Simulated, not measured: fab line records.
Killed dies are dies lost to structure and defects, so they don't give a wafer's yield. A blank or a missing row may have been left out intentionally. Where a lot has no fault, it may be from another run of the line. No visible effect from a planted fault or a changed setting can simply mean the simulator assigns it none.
Which of the tools did it? / flow gf180mcu / Sampling: 12 lots, 36 wafers, 5 of 602 route steps

## WHAT THE GAUGES READ, wafer by wafer
GF_VT_IMPLANT_OVL_MEAS_07. Usual: VT_IMPLANT_OVL gives 0.1 nm (standard deviation 1.4).
lot=L955; measured=day 5 08:58; on=overlay-01; VT_IMPLANT_OVL (nm)=-1.6 0.1 0.5; flag=
lot=L956; measured=day 5 20:42; on=overlay-01; VT_IMPLANT_OVL (nm)=-3.1 -3.2 -0.7; flag=
lot=L957; measured=day 6 02:10; on=overlay-02; VT_IMPLANT_OVL (nm)=1.5 0.1 2.7; flag=
lot=L958; measured=day 6 06:55; on=overlay-02; VT_IMPLANT_OVL (nm)=1.6 -1.3 -2.0; flag=
lot=L959; measured=day 6 15:18; on=overlay-02; VT_IMPLANT_OVL (nm)=0.2 1.4 0.1; flag=
lot=L960; measured=day 6 20:51; on=overlay-02; VT_IMPLANT_OVL (nm)=-0.8 -0.7 -1.0; flag=
lot=L961; measured=day 6 23:09; on=overlay-02; VT_IMPLANT_OVL (nm)=1.4 0.4 0.4; flag=
lot=L962; measured=day 7 13:38; on=overlay-01; VT_IMPLANT_OVL (nm)=0.0 0.9 -0.1; flag=
lot=L963; measured=day 7 14:52; on=overlay-02; VT_IMPLANT_OVL (nm)=-2.8 -1.3 -1.7; flag=
lot=L964; measured=day 7 21:36; on=overlay-02; VT_IMPLANT_OVL (nm)=0.0 -0.7 0.2; flag=
lot=L965; measured=day 8 04:55; on=overlay-02; VT_IMPLANT_OVL (nm)=1.7 0.9 0.2; flag=
lot=L970; measured=day 9 10:51; on=overlay-01; VT_IMPLANT_OVL (nm)=0.4 -0.4 -3.1; flag=

GF_DUAL_GATE_OVL_MEAS_11. Usual: DUAL_GATE_OVL gives 0.2 nm (standard deviation 1.3).
lot=L955; measured=day 8 01:37; on=overlay-02; DUAL_GATE_OVL (nm)=1.6 1.1 0.4; flag=
lot=L956; measured=day 8 14:20; on=overlay-01; DUAL_GATE_OVL (nm)=0.7 0.2 -1.7; flag=
lot=L957; measured=day 8 18:36; on=overlay-02; DUAL_GATE_OVL (nm)=2.1 1.6 1.7; flag=
lot=L958; measured=day 9 00:44; on=overlay-02; DUAL_GATE_OVL (nm)=0.9 0.3 0.6; flag=
lot=L959; measured=day 9 12:08; on=overlay-01; DUAL_GATE_OVL (nm)=1.9 2.0 1.5; flag=
lot=L960; measured=day 9 15:21; on=overlay-02; DUAL_GATE_OVL (nm)=-1.7 -2.5 -1.8; flag=
lot=L961; measured=day 9 19:26; on=overlay-01; DUAL_GATE_OVL (nm)=0.7 1.3 0.8; flag=
lot=L962; measured=day 10 10:28; on=overlay-01; DUAL_GATE_OVL (nm)=1.5 1.0 2.0; flag=
lot=L963; measured=day 10 13:00; on=overlay-02; DUAL_GATE_OVL (nm)=0.6 0.7 -0.3; flag=
lot=L964; measured=day 10 19:45; on=overlay-02; DUAL_GATE_OVL (nm)=0.8 0.4 1.1; flag=
lot=L965; measured=day 11 05:33; on=overlay-02; DUAL_GATE_OVL (nm)=1.5 -0.7 0.6; flag=
lot=L970; measured=day 12 16:37; on=overlay-01; DUAL_GATE_OVL (nm)=- - -; flag=OFF

GF_POLY_GATE_CD_MEAS_10: target cd 280 nm. Usual: cd-nm reads 280.6 nm (standard deviation 1.1).
lot=L955; measured=day 8 23:05; on=cd-sem-02; cd-nm (nm)=280.6 281.4 280.7; flag=
lot=L956; measured=day 9 12:31; on=cd-sem-01; cd-nm (nm)=279.9 279.4 280.1; flag=
lot=L957; measured=day 9 17:53; on=cd-sem-02; cd-nm (nm)=279.4 279.2 279.5; flag=
lot=L958; measured=day 9 22:46; on=cd-sem-02; cd-nm (nm)=279.8 280.5 280.7; flag=
lot=L959; measured=day 10 09:08; on=cd-sem-02; cd-nm (nm)=280.2 278.6 279.2; flag=
lot=L960; measured=day 10 13:39; on=cd-sem-02; cd-nm (nm)=281.1 279.9 280.8; flag=
lot=L961; measured=day 10 17:20; on=cd-sem-02; cd-nm (nm)=281.6 281.7 282.1; flag=
lot=L962; measured=day 11 09:47; on=cd-sem-02; cd-nm (nm)=279.5 278.6 279.4; flag=
lot=L963; measured=day 11 10:42; on=cd-sem-02; cd-nm (nm)=282.6 281.2 280.2; flag=
lot=L964; measured=day 11 18:02; on=cd-sem-02; cd-nm (nm)=281.5 281.6 282.3; flag=
lot=L965; measured=day 12 04:58; on=cd-sem-02; cd-nm (nm)=282.6 282.0 281.7; flag=

## WHICH TOOL RAN EACH LOT (tool, then ch and the chambers of the sampled wafers, then the start)
lot=L955; GF_STI_STRIP_15=plasma-asher-04 ch 0,1, day 1 21:47; GF_DUAL_GATE_EXPOSE_08=iline-stepper-02 ch 0, day 7 18:10
lot=L956; GF_STI_STRIP_15=plasma-asher-04 ch 0,1, day 2 07:40; GF_DUAL_GATE_EXPOSE_08=iline-stepper-02 ch 0, day 8 06:09
lot=L957; GF_STI_STRIP_15=plasma-asher-04 ch 0,1, day 2 12:34; GF_DUAL_GATE_EXPOSE_08=iline-stepper-01 ch 0, day 8 10:05
lot=L958; GF_STI_STRIP_15=plasma-asher-04 ch 0,1, day 2 17:20; GF_DUAL_GATE_EXPOSE_08=iline-stepper-02 ch 0, day 8 16:55
lot=L959; GF_STI_STRIP_15=plasma-asher-03 ch 0,1, day 2 23:10; GF_DUAL_GATE_EXPOSE_08=iline-stepper-01 ch 0, day 9 04:01
lot=L960; GF_STI_STRIP_15=plasma-asher-01 ch 0,1, day 3 03:31; GF_DUAL_GATE_EXPOSE_08=iline-stepper-02 ch 0, day 9 07:02
lot=L961; GF_STI_STRIP_15=plasma-asher-03 ch 0,1, day 3 07:43; GF_DUAL_GATE_EXPOSE_08=iline-stepper-02 ch 0, day 9 11:31
lot=L962; GF_STI_STRIP_15=plasma-asher-01 ch 0,1, day 3 16:17; GF_DUAL_GATE_EXPOSE_08=iline-stepper-02 ch 0, day 10 01:26
lot=L963; GF_STI_STRIP_15=plasma-asher-01 ch 0,1, day 3 19:28; GF_DUAL_GATE_EXPOSE_08=iline-stepper-01 ch 0, day 10 03:21
lot=L964; GF_STI_STRIP_15=plasma-asher-01 ch 0,1, day 4 00:17; GF_DUAL_GATE_EXPOSE_08=iline-stepper-01 ch 0, day 10 11:28
lot=L965; GF_STI_STRIP_15=plasma-asher-03 ch 0, day 4 04:25; GF_DUAL_GATE_EXPOSE_08=iline-stepper-01 ch 0, day 10 20:19
lot=L970; GF_STI_STRIP_15=plasma-asher-03 ch 0,1, day 5 06:05; GF_DUAL_GATE_EXPOSE_08=iline-stepper-02 ch 0, day 12 07:13
- GF_STI_STRIP_15: strips in O2/N2.
- GF_DUAL_GATE_EXPOSE_08: exposes mask Dualgate, target cd 700 nm.

## WHAT THE TOOLS THEMSELVES READ (means of the sampled wafers that have a number; where no wafer has one, the mark that the record gives instead)
GF_STI_STRIP_15. Usual: drypump-motor-current-A 5.78 A, standard deviation 0.29; heater-power-w 353 W, standard deviation 23; oes-product-au 0.385 a.u., standard deviation 0.0049; strip-time-to-endpoint-s 3.74 s, standard deviation 0.058.
lot=L955; tool=plasma-asher-04; drypump-motor-current-A (A)=6.05; heater-power-w (W)=361; oes-product-au (a.u.)=0.386; strip-time-to-endpoint-s (s)=3.73; flag=
lot=L956; tool=plasma-asher-04; drypump-motor-current-A (A)=5.96; heater-power-w (W)=373; oes-product-au (a.u.)=0.386; strip-time-to-endpoint-s (s)=3.71; flag=
lot=L957; tool=plasma-asher-04; drypump-motor-current-A (A)=5.92; heater-power-w (W)=368; oes-product-au (a.u.)=0.386; strip-time-to-endpoint-s (s)=3.77; flag=
lot=L958; tool=plasma-asher-04; drypump-motor-current-A (A)=6.06; heater-power-w (W)=363; oes-product-au (a.u.)=0.390; strip-time-to-endpoint-s (s)=3.81; flag=
lot=L959; tool=plasma-asher-03; drypump-motor-current-A (A)=5.57; heater-power-w (W)=324; oes-product-au (a.u.)=0.389; strip-time-to-endpoint-s (s)=3.75; flag=
lot=L960; tool=plasma-asher-01; drypump-motor-current-A (A)=5.63; heater-power-w (W)=361; oes-product-au (a.u.)=0.382; strip-time-to-endpoint-s (s)=3.66; flag=
lot=L961; tool=plasma-asher-03; drypump-motor-current-A (A)=5.58; heater-power-w (W)=326; oes-product-au (a.u.)=0.380; strip-time-to-endpoint-s (s)=3.75; flag=
lot=L962; tool=plasma-asher-01; drypump-motor-current-A (A)=5.64; heater-power-w (W)=360; oes-product-au (a.u.)=0.383; strip-time-to-endpoint-s (s)=3.74; flag=
lot=L963; tool=plasma-asher-01; drypump-motor-current-A (A)=5.47; heater-power-w (W)=353; oes-product-au (a.u.)=0.382; strip-time-to-endpoint-s (s)=3.68; flag=
lot=L964; tool=plasma-asher-01; drypump-motor-current-A (A)=5.63; heater-power-w (W)=362; oes-product-au (a.u.)=0.382; strip-time-to-endpoint-s (s)=3.72; flag=
lot=L965; tool=plasma-asher-03; drypump-motor-current-A (A)=5.45; heater-power-w (W)=320; oes-product-au (a.u.)=0.381; strip-time-to-endpoint-s (s)=3.71; flag=
lot=L970; tool=plasma-asher-03; drypump-motor-current-A (A)=5.59; heater-power-w (W)=321; oes-product-au (a.u.)=0.390; strip-time-to-endpoint-s (s)=3.77; flag=

## THE ANSWER, worked out from the rows above alone
Rule: a lot counts as off when the mean over its wafers that have a number is more than 3 standard deviations away from the usual mean. Also off: a lot with no number at a reading for which 4 or more lots have one. Where the step has rows for the other lots, those lots are counted as sound. The gauges are gone through in route order, then the tools' own readings, and for those a lot's mean is taken as printed above. The first step at which some lot is off is used, and at that step the reading that is off furthest; a lot without a number counts as furthest.
Off: L970, seen at GF_DUAL_GATE_OVL_MEAS_11 (DUAL_GATE_OVL). Without a number there: L970.
If a tool, at a process step before that reading, ran all the lots that are off and no sound lot after the first of them, it fits. Gauges at GF_DUAL_GATE_OVL_MEAS_11: tried the same way as those tools. Can't be told from this: 3 tools fit, plasma-asher-03 at GF_STI_STRIP_15, iline-stepper-02 at GF_DUAL_GATE_EXPOSE_08, overlay-01 at GF_DUAL_GATE_OVL_MEAS_11.

## WHAT THE SIMULATOR HAD INSERTED
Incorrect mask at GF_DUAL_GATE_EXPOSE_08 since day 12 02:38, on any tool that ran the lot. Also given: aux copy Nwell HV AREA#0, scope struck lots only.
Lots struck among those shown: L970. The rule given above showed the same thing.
